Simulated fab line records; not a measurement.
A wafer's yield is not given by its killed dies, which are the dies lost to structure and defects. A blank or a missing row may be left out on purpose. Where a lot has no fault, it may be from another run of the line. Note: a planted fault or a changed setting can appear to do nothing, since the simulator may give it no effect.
fab line records	flow sfqLine
record: lots: 7	wafers: 21	lastDay: 91
route steps=325 shown L0V@23 M0@28 I0@43 M1@58 M8@325
lots that met no fault: from a run of the same line without faults
startH: start of the lot's first displayed wafer, in hours after the record's first day	waitH: hours from the lot's prior step to this one	" repeats the value in the row above	L1.1+2: a single row standing in for several wafers	- no value, or no start given	* or withheld: withheld	< > ~ a bound
route shown NAME@n: names a module that has steps shown in the file, with the first one's number in the route	usual: mean/standard deviation taken from wafers without a fault	same: alike in all rows	chamber/n: place in a boat	sites: the reading at each site	_std_site: how widely they spread, as a standard deviation	_edge_site: inner sites' mean taken away from outer sites' mean	radiusMm: how far each site lies from the wafer's centre	mask NAME#n: copy n	behind: the last tool/chamber to shape the wafer	hold: reason for holding the lot/hours on hold/outcome of the hold	device: transistor that didn't switch, given as n, p or np	end of line: tests run on the same wafers once the route is complete	a step with no rows: only its recipe	killed: dies that structure and defects cost at the first sort, which is not the same as the wafer's yield	map: per-die view of a wafer (x killed, . not killed, _ where there is no die)
set.NAME: the run value of the setting; set.NAME@STEP: its run value at that earlier step	model.NAME: the simulator's own value behind a step, which no gauge read
certain route steps with their lots: each step a table, each wafer a row
services: the hour from which a tool's chamber was out of use, counted from the record's first day as startH (under 0 if before that day), plus the number of hours and why
== steps ==
step: SFQ_L0V_OVL_MEAS_903
usual: L0V_OVL: -1/6
lot.wafer	tool	chamber	startH	waitH	L0V_OVL[nm]
L573.2	overlay-02	-	150.33	0.1	4
L573.3	"	-	"	"	6
L573.5	"	-	"	"	5
L574.1	overlay-02	-	153.92	0.1	-5
L574.2	"	-	"	"	-8
L574.3	"	-	"	"	-7
L575.3	overlay-01	-	161.13	0.1	-11
L575.5	"	-	"	"	-12
L575.6	"	-	"	"	-9
L576.1	overlay-02	-	172.59	0.1	11
L576.2	"	-	"	"	14
L576.4	"	-	"	"	10
L577.4	overlay-01	-	177.41	0.1	-4
L577.5	"	-	"	"	4
L577.6	"	-	"	"	3
L588.1	overlay-02	-	256.59	0.1	-6
L588.2	"	-	"	"	-12
L588.6	"	-	"	"	-12
L589.1	overlay-01	-	266.19	0.1	4
L589.3	"	-	"	"	2
L589.5	"	-	"	"	0
step: SFQ_TRILAYER_L0_VIA_BARC_OPEN_VIA_ETCH_021
recipe: maskMaterial: PR	chemistry: O2	targetDepthNm: 125	target: BARC	sourceW: 500	biasW: 80	pressureMtorr: 30	timeS: 41.7
usual: drypumpMotorCurrentA: 5.6/0.43	oesProductAu: 0.686/0.0047
lot.wafer	tool	chamber	startH	waitH	drypumpMotorCurrentA	oesProductAu	rfHoursCounterH
L573.2	rieDiel-02	3	150.36	0.0	6.2	0.687	34
L573.3	"	0	"	"	5.9	0.679	138
L573.5	"	0	"	"	5.9	0.688	-
L574.1	rieDiel-01	2	153.96	0.0	5.5	0.678	16
L574.2	"	3	"	"	5.4	0.684	2
L574.3	"	1	"	"	5.4	0.678	21
L575.3	rieDiel-01	2	161.16	0.0	5.5	0.685	16
L575.5	"	2	"	"	5.5	0.676	-
L575.6	"	1	"	"	5.4	0.693	-
L576.1	rieDiel-03	2	172.63	0.0	4.7	0.689	138
L576.2	"	3	"	"	5.8	0.693	30
L576.4	"	0	"	"	5.6	0.688	111
L577.4	rieDiel-02	0	177.45	0.0	5.9	0.688	-
L577.5	"	1	"	"	5.2	0.689	-
L577.6	"	3	"	"	6.2	0.684	-
L588.1	rieDiel-01	2	256.63	0.0	5.5	0.677	18
L588.2	"	0	"	"	6.3	0.689	2
L588.6	"	3	"	"	5.4	0.693	-
L589.1	rieDiel-02	3	266.23	0.0	6.2	0.691	36
L589.3	"	2	"	"	5.9	0.690	1
L589.5	"	3	"	"	6.2	0.692	-
step: SFQ_TRILAYER_L0_VIA_ETCH_VIA_ETCH_016
recipe: target: SiO2	stopOn: MoNx_KI	maskMaterial: PR	chemistry: CHF3	targetDepthNm: 80	sourceW: 500	biasW: 80	pressureMtorr: 30	timeS: withheld
step: SFQ_TRILAYER_L0_VIA_STRIP_STRIP_017
recipe: gas: O2	powerW: 200	platenTempC: 40	overashFraction: 0.65	chemistry: O2	pressureMtorr: 50
step: SFQ_TRILAYER_L0_VIA_STRIP_SOLV_CLEAN_018
recipe: chemistry: NMP	tempC: 70	timeS: 600
step: SFQ_TRILAYER_M0_DEP_PRE_CLEAN_020
recipe: gas: Ar	timeS: 15	biasV: 250
step: SFQ_TRILAYER_M0_DEP_SPUTTER_019
recipe: material: Nb	basePressurePa: 1.33e-06	chamberPressurePa: 0.1333	substrateTempC: 20	resputterCathodeVoltageV: 400	targetThkNm: 200	powerW: 2000	timeS: 133.3
step: SFQ_M0_RS_MEAS_904
recipe: thkMeasGauge: four-point-probe	reads: Nb_of_TRILAYER_M0_DEP_SPUTTER_019
usual: M0_NB_RS: 0.888/0.0088
lot.wafer	tool	chamber	startH	waitH	M0_NB_RS[ohm/sq]
L573.2	filmMetro-03	-	151.35	0.1	0.880
L573.3	"	-	"	"	0.889
L573.5	"	-	"	"	0.885
L574.1	filmMetro-03	-	154.93	0.0	0.886
L574.2	"	-	"	"	0.892
L574.3	"	-	"	"	0.886
L575.3	filmMetro-03	-	162.17	0.1	0.896
L575.5	"	-	"	"	0.889
L575.6	"	-	"	"	0.890
L576.1	filmMetro-04	-	173.61	0.0	0.896
L576.2	"	-	"	"	0.892
L576.4	"	-	"	"	0.899
L577.4	filmMetro-01	-	178.47	0.1	0.879
L577.5	"	-	"	"	0.874
L577.6	"	-	"	"	0.881
L588.1	filmMetro-03	-	257.61	0.0	0.885
L588.2	"	-	"	"	0.887
L588.6	"	-	"	"	0.890
L589.1	filmMetro-04	-	267.21	0.0	0.883
L589.3	"	-	"	"	0.884
L589.5	"	-	"	"	0.894
step: SFQ_TRILAYER_M0_LITHO_COAT_026
recipe: resist: BARC	spinRpm: 3000	resistThkNm: 62
step: SFQ_TRILAYER_M0_LITHO_COAT_021
recipe: resist: KrF	spinRpm: 3000	resistThkNm: 600
step: SFQ_TRILAYER_M0_LITHO_SOFTBAKE_025
recipe: tempC: withheld	timeS: withheld	resist: KrF
step: SFQ_TRILAYER_M0_LITHO_EXPOSE_022
recipe: maskId: M0	na: 0.6	sourceShape: conventional	sigmaOuter: 0.65	targetCdNm: 500	doseMj: 14.4
usual: exposureDoseMJCm2: 14.402/0.014
lot.wafer	tool	chamber	startH	waitH	mask	exposureDoseMJCm2
L573.2	krfScanner-01	0	248.09	-	M0#0	14.407
L573.3	"	0	"	"	M0#0	14.424
L573.5	"	0	"	"	M0#0	14.420
L574.1	krfScanner-01	0	252.69	-	M0#0	14.405
L574.2	"	0	"	"	M0#0	14.443
L574.3	"	0	"	"	M0#0	14.411
L575.3	krfScanner-01	0	262.69	-	M0#0	10.542
L575.5	"	0	"	"	M0#0	10.547
L575.6	"	0	"	"	M0#0	10.570
L576.1	krfScanner-01	0	277.89	-	M0#0	10.542
L576.2	"	0	"	"	M0#0	10.516
L576.4	"	0	"	"	M0#0	10.520
L577.4	krfScanner-01	0	285.69	-	M0#0	10.550
L577.5	"	0	"	"	M0#0	10.545
L577.6	"	0	"	"	M0#0	10.539
L588.1	krfScanner-02	0	372.48	-	M0#0	14.398
L588.2	"	0	"	"	M0#0	14.387
L588.6	"	0	"	"	M0#0	14.391
L589.1	krfScanner-02	0	385.68	-	M0#0	14.375
L589.3	"	0	"	"	M0#0	14.402
L589.5	"	0	"	"	M0#0	14.385
step: SFQ_TRILAYER_M0_LITHO_PEB_024
recipe: pebTempC: 115	pebTimeS: 60	resist: KrF
step: SFQ_TRILAYER_M0_LITHO_DEVELOP_023
recipe: timeS: 60	resist: KrF
step: SFQ_M0_OVL_MEAS_906
usual: M0_OVL: -1/4.1
lot.wafer	tool	chamber	startH	waitH	M0_OVL[nm]
L573.2	overlay-02	-	249.40	0.1	1
L573.3	"	-	"	"	-4
L573.5	"	-	"	"	-6
L574.1	overlay-02	-	254.19	0.1	-3
L574.2	"	-	"	"	-1
L574.3	"	-	"	"	2
L575.3	overlay-02	-	263.81	0.1	-2
L575.5	"	-	"	"	-2
L575.6	"	-	"	"	-1
L576.1	overlay-02	-	279.39	0.1	3
L576.2	"	-	"	"	-7
L576.4	"	-	"	"	2
L577.4	overlay-01	-	286.61	0.1	6
L577.5	"	-	"	"	0
L577.6	"	-	"	"	3
L588.1	overlay-02	-	373.98	0.1	1
L588.2	"	-	"	"	-3
L588.6	"	-	"	"	5
L589.1	overlay-02	-	387.18	0.1	2
L589.3	"	-	"	"	-2
L589.5	"	-	"	"	-1
step: SFQ_TRILAYER_M0_BARC_OPEN_METAL_ETCH_031
recipe: maskMaterial: PR	chemistry: O2	targetDepthNm: 125	target: BARC	icpW: 600	biasW: 80	pressureMtorr: 10	timeS: 41.7
usual: drypumpMotorCurrentA: 6.1/0.41	heBacksideLeakSccm: 3.4/0.39	oesProductAu: 0.685/0.0042
lot.wafer	tool	chamber	startH	waitH	drypumpMotorCurrentA	heBacksideLeakSccm	oesProductAu	rfHoursCounterH	model.M0.cdNm
L573.2	rieMetal-03	0	249.43	0.0	6.3	3.1	0.688	22	502.1
L573.3	"	1	"	"	6.0	3.3	0.684	-	501.7
L573.5	"	1	"	"	6.1	3.2	0.688	-	-
L574.1	rieMetal-03	1	254.23	0.0	6.0	3.1	0.688	9	501.8
L574.2	"	0	"	"	6.3	3.2	0.687	23	499.4
L574.3	"	1	"	"	6.0	3.0	0.682	-	500.4
L575.3	rieMetal-04	1	263.85	0.0	6.6	3.7	0.684	-	550.6
L575.5	"	0	"	"	6.5	3.7	0.688	-	551.4
L575.6	"	1	"	"	6.7	3.8	0.683	-	550.1
L576.1	rieMetal-04	0	279.43	0.0	6.5	3.6	0.692	133	550.9
L576.2	"	1	"	"	6.6	3.3	0.687	140	551.7
L576.4	"	1	"	"	6.5	3.3	0.688	-	552.3
L577.4	rieMetal-03	0	286.65	0.0	6.3	3.1	0.685	-	550
L577.5	"	0	"	"	6.4	3.0	0.684	-	551
L577.6	"	1	"	"	6.0	3.2	0.683	-	549
L588.1	rieMetal-03	1	374.02	0.0	6.0	3.0	0.684	26	498.8
L588.2	"	0	"	"	6.4	3.1	0.680	40	499.5
L588.6	"	0	"	"	6.4	3.1	0.687	-	498.4
L589.1	rieMetal-03	0	387.22	0.0	6.3	3.2	0.685	41	499
L589.3	"	0	"	"	6.3	3.1	0.680	-	498.2
L589.5	"	1	"	"	6.1	3.1	0.682	-	500.7
step: SFQ_TRILAYER_M0_ETCH_METAL_ETCH_024
recipe: target: Nb	stopOn: SiO2	maskMaterial: PR	chemistry: Cl2/Ar	targetDepthNm: 240	icpW: 600	biasW: 80	pressureMtorr: 10	timeS: 120
usual: drypumpMotorCurrentA: 6.1/0.41	heBacksideLeakSccm: 3.3/0.32	oesProductAu: 0.895/0.0068
lot.wafer	tool	chamber	startH	waitH	drypumpMotorCurrentA	heBacksideLeakSccm	oesProductAu	rfHoursCounterH	model.M0.cdNm
L573.2	rieMetal-03	0	249.49	0.0	6.4	3.2	0.900	22	502.7
L573.3	"	1	"	"	6.1	3.3	0.890	-	501.9
L573.5	"	1	"	"	6.0	3.1	0.902	-	501.8
L574.1	rieMetal-03	1	254.29	0.0	6.0	3.0	0.893	9	503
L574.2	"	0	"	"	6.4	3.1	0.885	23	499.8
L574.3	"	1	"	"	6.0	3.1	0.893	-	499.9
L575.3	rieMetal-04	1	263.93	0.1	6.7	3.7	0.886	-	551.6
L575.5	"	0	"	"	6.5	3.6	0.891	-	552.5
L575.6	"	1	"	"	6.7	3.7	0.903	-	550.9
L576.1	rieMetal-04	0	279.49	0.0	6.5	3.4	0.891	133	550.3
L576.2	"	1	"	"	6.7	3.4	0.897	140	551
L576.4	"	1	"	"	6.7	3.4	0.889	-	551.4
L577.4	rieMetal-03	0	286.73	0.1	6.4	3.2	0.901	-	550.2
L577.5	"	0	"	"	6.4	3.2	0.905	-	551.3
L577.6	"	1	"	"	6.0	3.1	0.904	-	548.4
L588.1	rieMetal-03	1	374.08	0.0	6.0	3.3	0.895	26	499.8
L588.2	"	0	"	"	6.4	3.2	0.889	40	500.7
L588.6	"	0	"	"	6.3	3.2	0.890	-	498.9
L589.1	rieMetal-03	0	387.28	0.0	6.4	3.2	0.899	41	499.8
L589.3	"	0	"	"	6.4	3.1	0.900	-	499.3
L589.5	"	1	"	"	6.0	2.9	0.895	-	500.3
step: SFQ_TRILAYER_M0_STRIP_STRIP_025
recipe: gas: O2	powerW: 200	platenTempC: 40	overashFraction: 0.65	chemistry: O2	pressureMtorr: 50
step: SFQ_TRILAYER_M0_STRIP_SOLV_CLEAN_026
recipe: chemistry: NMP	tempC: 70	timeS: 600
step: SFQ_TRILAYER_I0_DEP_PECVD_027
recipe: material: SiO2	tempC: 150	timeS: 111.11	pressureTorr: 2.4	rfW: 183.3	precursor: SiH4/N2O	targetThkNm: 500
step: SFQ_TRILAYER_I0_CMP_CMP_028
recipe: material: SiO2	downForcePsi: 3	platenRpm: 60	padVelocityMS: 0.94248
step: SFQ_I0_BOW_MEAS_907
recipe: mode: bow
usual: I0_BOW: 0/7
lot.wafer	tool	chamber	startH	waitH	I0_BOW[um]
L573.2	filmMetro-01	-	258.47	2.5	2
L573.3	"	-	"	"	2
L573.5	"	-	"	"	7
L574.1	filmMetro-04	-	261.45	2.0	2
L574.2	"	-	"	"	8
L574.3	"	-	"	"	1
L575.3	filmMetro-02	-	269.60	1.5	-14
L575.5	"	-	"	"	6
L575.6	"	-	"	"	-5
L576.1	filmMetro-04	-	285.27	2.0	0
L576.2	"	-	"	"	1
L576.4	"	-	"	"	-8
L577.4	filmMetro-04	-	295.33	2.6	-9
L577.5	"	-	"	"	-4
L577.6	"	-	"	"	-1
L588.1	filmMetro-01	-	378.06	1.0	-5
L588.2	"	-	"	"	10
L588.6	"	-	"	"	6
L589.1	filmMetro-01	-	391.49	1.6	7
L589.3	"	-	"	"	6
L589.5	"	-	"	"	13
step: SFQ_TRILAYER_I0_METRO_MEASURE_029
step: SFQ_TRILAYER_I0_VIA_LITHO_COAT_036
recipe: resist: BARC	spinRpm: 3000	resistThkNm: 62
step: SFQ_TRILAYER_I0_VIA_LITHO_COAT_031
recipe: resist: KrF	spinRpm: 3000	resistThkNm: 650
step: SFQ_TRILAYER_I0_VIA_LITHO_SOFTBAKE_035
recipe: tempC: withheld	timeS: withheld	resist: KrF
step: SFQ_TRILAYER_I0_VIA_LITHO_EXPOSE_032
recipe: maskId: I0	na: 0.6	sourceShape: conventional	sigmaOuter: 0.65	targetCdNm: 500	doseMj: 21.3
step: SFQ_TRILAYER_I0_VIA_LITHO_PEB_034
recipe: pebTempC: 115	pebTimeS: 60	resist: KrF
step: SFQ_TRILAYER_I0_VIA_LITHO_DEVELOP_033
recipe: timeS: 60	resist: KrF
step: SFQ_I0_OVL_MEAS_908
usual: I0_OVL: -1/4.7
lot.wafer	tool	chamber	startH	waitH	I0_OVL[nm]
L573.2	overlay-01	-	376.39	0.1	0
L573.3	"	-	"	"	1
L573.5	"	-	"	"	-2
L574.1	overlay-02	-	381.18	0.1	-2
L574.2	"	-	"	"	8
L574.3	"	-	"	"	5
L575.3	overlay-01	-	392.00	0.1	-3
L575.5	"	-	"	"	-1
L575.6	"	-	"	"	0
L576.1	overlay-01	-	409.98	0.1	-1
L576.2	"	-	"	"	3
L576.4	"	-	"	"	4
L577.4	overlay-01	-	414.93	0.1	-4
L577.5	"	-	"	"	-7
L577.6	"	-	"	"	-9
L588.1	overlay-02	-	525.38	0.1	0
L588.2	"	-	"	"	4
L588.6	"	-	"	"	-2
L589.1	overlay-01	-	540.98	0.1	5
L589.3	"	-	"	"	3
L589.5	"	-	"	"	9
step: SFQ_TRILAYER_I0_VIA_BARC_OPEN_VIA_ETCH_046
recipe: maskMaterial: PR	chemistry: O2	targetDepthNm: 125	target: BARC	sourceW: 500	biasW: 80	pressureMtorr: 30	timeS: 41.7
usual: drypumpMotorCurrentA: 5.7/0.35	oesProductAu: 0.685/0.0044
lot.wafer	tool	chamber	startH	waitH	drypumpMotorCurrentA	oesProductAu	rfHoursCounterH
L573.2	rieDiel-04	1	376.42	0.0	6.2	0.679	103
L573.3	"	2	"	"	5.5	0.680	71
L573.5	"	3	"	"	5.9	0.693	-
L574.1	rieDiel-02	3	381.22	0.0	6.2	0.685	38
L574.2	"	0	"	"	6.0	0.688	2
L574.3	"	1	"	"	5.2	0.684	90
L575.3	rieDiel-01	3	392.02	0.0	5.4	0.683	6
L575.5	"	3	"	"	5.4	0.685	-
L575.6	"	2	"	"	5.5	0.682	-
L576.1	rieDiel-02	0	410.02	0.0	5.9	0.688	2
L576.2	"	3	"	"	6.2	0.683	38
L576.4	"	1	"	"	5.2	0.675	90
L577.4	rieDiel-01	3	414.95	0.0	5.4	0.681	7
L577.5	"	2	"	"	5.5	0.677	-
L577.6	"	1	"	"	5.4	0.685	-
L588.1	rieDiel-04	3	525.42	0.0	5.9	0.687	5
L588.2	"	0	"	"	5.4	0.690	13
L588.6	"	1	"	"	6.2	0.685	-
L589.1	rieDiel-04	1	541.02	0.0	6.2	0.685	1
L589.3	"	0	"	"	5.5	0.684	13
L589.5	"	0	"	"	5.5	0.683	-
step: SFQ_TRILAYER_I0_VIA_ETCH_VIA_ETCH_034
recipe: target: SiO2	stopOn: Nb	maskMaterial: PR	taperDeg: 20	chemistry: CHF3	targetDepthNm: 260	sourceW: 500	biasW: 80	pressureMtorr: 30	timeS: withheld
usual: drypumpMotorCurrentA: 5.7/0.34	oesProductAu: 0.854/0.0051
lot.wafer	tool	chamber	startH	waitH	drypumpMotorCurrentA	oesProductAu
L573.2	rieDiel-04	1	376.46	0.0	6.2	0.846
L573.3	"	2	"	"	5.5	0.853
L573.5	"	3	"	"	5.9	0.858
L574.1	rieDiel-02	3	381.26	0.0	6.2	0.850
L574.2	"	0	"	"	6.0	0.857
L574.3	"	1	"	"	5.2	0.856
L575.3	rieDiel-01	3	392.06	0.0	5.4	0.859
L575.5	"	3	"	"	5.4	0.864
L575.6	"	2	"	"	5.5	0.861
L576.1	rieDiel-02	0	410.06	0.0	5.9	0.858
L576.2	"	3	"	"	6.2	0.854
L576.4	"	1	"	"	5.2	0.855
L577.4	rieDiel-01	3	414.99	0.0	5.4	0.850
L577.5	"	2	"	"	5.5	0.850
L577.6	"	1	"	"	5.4	0.853
L588.1	rieDiel-04	3	525.46	0.0	5.9	0.851
L588.2	"	0	"	"	5.5	0.849
L588.6	"	1	"	"	6.2	0.857
L589.1	rieDiel-04	1	541.06	0.0	6.2	0.850
L589.3	"	0	"	"	5.5	0.852
L589.5	"	0	"	"	5.5	0.856
step: SFQ_TRILAYER_I0_VIA_STRIP_STRIP_035
recipe: gas: O2	powerW: 200	platenTempC: 40	overashFraction: 0.65	chemistry: O2	pressureMtorr: 50
usual: drypumpMotorCurrentA: 6.2/0.33	heBacksideLeakSccm: 3.35/0.22	oesProductAu: 1.001/0.0066
lot.wafer	tool	chamber	startH	waitH	drypumpMotorCurrentA	heBacksideLeakSccm	oesProductAu	rfHoursCounterH
L573.2	rieMetal-02	0	376.57	-	6.1	3.44	0.993	49
L573.3	"	1	"	"	5.6	3.33	0.999	-
L573.5	"	0	"	"	6.0	3.53	0.999	-
L574.1	rieMetal-03	0	381.37	-	6.4	3.30	1.004	41
L574.2	"	1	"	"	6.1	3.16	1.009	27
L574.3	"	0	"	"	6.4	3.12	1.003	-
L575.3	rieMetal-03	0	392.37	-	6.4	3.23	1.008	-
L575.5	"	0	"	"	6.3	3.11	1.004	-
L575.6	"	1	"	"	6.1	3.11	1.003	-
L576.1	rieMetal-04	0	410.17	-	6.5	3.49	1.013	149
L576.2	"	1	"	"	6.6	3.79	0.992	159
L576.4	"	1	"	"	6.7	3.73	0.995	-
L577.4	rieMetal-03	1	415.30	-	6.0	2.95	1.004	-
L577.5	"	0	"	"	6.4	3.18	0.999	-
L577.6	"	1	"	"	6.0	3.08	1.002	-
L588.1	rieMetal-03	1	525.57	-	6.1	3.01	1.005	45
L588.2	"	0	"	"	6.3	3.27	1.003	59
L588.6	"	1	"	"	6.1	3.10	1.001	-
L589.1	rieMetal-02	0	541.17	-	6.0	3.46	0.992	69
L589.3	"	1	"	"	5.6	3.21	0.999	-
L589.5	"	0	"	"	6.1	3.48	0.992	-
step: SFQ_TRILAYER_I0_VIA_STRIP_SOLV_CLEAN_036
recipe: chemistry: NMP	tempC: 70	timeS: 600
step: SFQ_TRILAYER_M1_DEP_PRE_CLEAN_038
recipe: gas: Ar	timeS: 22.5	biasV: 250
step: SFQ_TRILAYER_M1_DEP_SPUTTER_037
recipe: material: Nb	basePressurePa: 1.33e-06	chamberPressurePa: 0.1333	substrateTempC: 20	resputterCathodeVoltageV: 400	targetThkNm: 200	powerW: 2000	timeS: 133.3
usual: throttleValvePct: 30.1/0.99
lot.wafer	tool	chamber	startH	waitH	throttleValvePct
L573.2	pvdSputter-05	-	377.38	0.0	29.0
L573.3	"	-	"	"	29.7
L573.5	"	-	"	"	30.0
L574.1	pvdSputter-03	-	382.18	0.0	31.9
L574.2	"	-	"	"	29.0
L574.3	"	-	"	"	30.1
L575.3	pvdSputter-05	-	392.98	0.0	30.0
L575.5	"	-	"	"	29.0
L575.6	"	-	"	"	29.9
L576.1	pvdSputter-06	-	410.98	0.0	29.1
L576.2	"	-	"	"	30.3
L576.4	"	-	"	"	30.1
L577.4	pvdSputter-06	-	415.90	0.0	30.6
L577.5	"	-	"	"	30.5
L577.6	"	-	"	"	30.2
L588.1	pvdSputter-05	-	526.38	0.0	29.4
L588.2	"	-	"	"	30.1
L588.6	"	-	"	"	29.8
L589.1	pvdSputter-05	-	541.98	0.0	29.6
L589.3	"	-	"	"	29.2
L589.5	"	-	"	"	29.8
step: SFQ_M1_RS_MEAS_909
recipe: thkMeasGauge: four-point-probe	reads: Nb_of_TRILAYER_M1_DEP_SPUTTER_037
usual: M1_NB_RS: 0.884/0.0099
lot.wafer	tool	chamber	startH	waitH	M1_NB_RS[ohm/sq]
L573.2	filmMetro-03	-	377.49	0.1	0.891
L573.3	"	-	"	"	0.895
L573.5	"	-	"	"	0.888
L574.1	filmMetro-03	-	382.27	0.0	0.873
L574.2	"	-	"	"	0.871
L574.3	"	-	"	"	0.877
L575.3	filmMetro-03	-	393.11	0.1	0.884
L575.5	"	-	"	"	0.884
L575.6	"	-	"	"	0.888
L576.1	filmMetro-01	-	411.07	0.0	0.899
L576.2	"	-	"	"	0.890
L576.4	"	-	"	"	0.887
L577.4	filmMetro-02	-	416.05	0.1	0.898
L577.5	"	-	"	"	0.904
L577.6	"	-	"	"	0.887
L588.1	filmMetro-02	-	526.47	0.0	0.867
L588.2	"	-	"	"	0.867
L588.6	"	-	"	"	0.867
L589.1	filmMetro-02	-	542.07	0.0	0.896
L589.3	"	-	"	"	0.894
L589.5	"	-	"	"	0.893
step: SFQ_TRILAYER_M1_LITHO_COAT_044
recipe: resist: BARC	spinRpm: 3000	resistThkNm: 62
step: SFQ_TRILAYER_M1_LITHO_COAT_039
recipe: resist: KrF	spinRpm: 3000	resistThkNm: 600
step: SFQ_TRILAYER_M1_LITHO_SOFTBAKE_043
recipe: tempC: withheld	timeS: withheld	resist: KrF
step: SFQ_M8_BOW_MEAS_951
recipe: mode: bow
usual: M8_BOW: 9/9.5
lot.wafer	tool	chamber	startH	waitH	M8_BOW[um]	model.etest.m0.ohmUm
L573.2	filmMetro-04	-	1991.97	0.0	1	1.752
L573.3	"	-	"	"	2	1.775
L573.5	"	-	"	"	6	1.766
L574.1	filmMetro-04	-	1994.35	0.0	22	1.762
L574.2	"	-	"	"	26	1.785
L574.3	"	-	"	"	20	1.774
L575.3	filmMetro-02	-	2012.53	0.0	8	1.625
L575.5	"	-	"	"	26	1.612
L575.6	"	-	"	"	12	1.615
L576.1	filmMetro-02	-	2016.10	0.0	12	1.624
L576.2	"	-	"	"	13	1.615
L576.4	"	-	"	"	5	1.629
L577.4	filmMetro-04	-	2108.26	0.1	2	1.592
L577.5	"	-	"	"	8	1.581
L577.6	"	-	"	"	10	1.601
L588.1	filmMetro-04	-	2172.71	0.0	-5	1.774
L588.2	"	-	"	"	11	1.775
L588.6	"	-	"	"	6	1.786
L589.1	filmMetro-01	-	2175.11	0.0	19	1.763
L589.3	"	-	"	"	18	1.768
L589.5	"	-	"	"	24	1.78
== services ==
tool	chamber	startH	hours	kind
rieMetal-03	-	140.86	2.8	pm
rieDiel-01	3	150.56	2.4	repair
rieDiel-02	0	183.37	7.5	repair
rieMetal-03	-	189.08	0.1	repair
rieDiel-04	2	192.65	1.6	repair
rieDiel-01	0	213.60	2.6	repair
rieDiel-02	3	248.72	2.5	repair
rieDiel-01	-	254.24	1.1	repair
rieDiel-02	2	316.40	25.0	repair
rieDiel-02	0	339.99	5.0	repair
rieDiel-02	3	348.25	4.5	repair
rieMetal-03	-	363.98	0.9	repair
rieDiel-01	0	376.54	4.4	repair
rieDiel-02	2	377.01	2.3	repair
rieDiel-02	-	413.39	15.6	pm
rieDiel-01	-	425.32	15.6	pm
rieDiel-02	1	436.02	3.8	repair
rieDiel-02	3	451.22	5.3	repair
rieDiel-01	-	452.69	2.8	pm
rieDiel-02	-	468.26	1.0	repair
rieDiel-01	1	471.85	3.0	repair
rieMetal-03	-	503.94	1.2	repair
rieDiel-02	2	510.30	11.8	repair
rieDiel-02	-	520.32	1.9	repair
== key ==
firstSign: step: SFQ_TRILAYER_M0_LITHO_EXPOSE_022	reading: exposureDoseMJCm2	direction: down	sigmas: 99+	usual: 14.402	struck: 10.541
effect none on later readings
modelEffect: step: SFQ_TRILAYER_M0_BARC_OPEN_METAL_ETCH_031	value: M0.cdNm	without: 500.9	struck: 550.8
modelEffect: step: SFQ_TRILAYER_M0_ETCH_METAL_ETCH_024	value: M0.cdNm	without: 500.9	struck: 550.8
modelEffect: step: SFQ_M8_BOW_MEAS_951	value: etest.m0.ohmUm	without: 1.771	struck: 1.61
metAt SFQ_TRILAYER_M0_LITHO_EXPOSE_022
struckWafers L575.3,L575.5,L575.6,L576.1,L576.2,L576.4,L577.4,L577.5,L577.6
onsetBetween 252.69 262.69
fault: kind: processParameterDrift	tool: krfScanner-01	chamber: -	onsetH: 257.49	steps: SFQ_TRILAYER_M0_LITHO_EXPOSE_022	channel: doseMj	offset: -3.8506	shape: step	actsIn: theseRecipesOnly	stated: 14.4
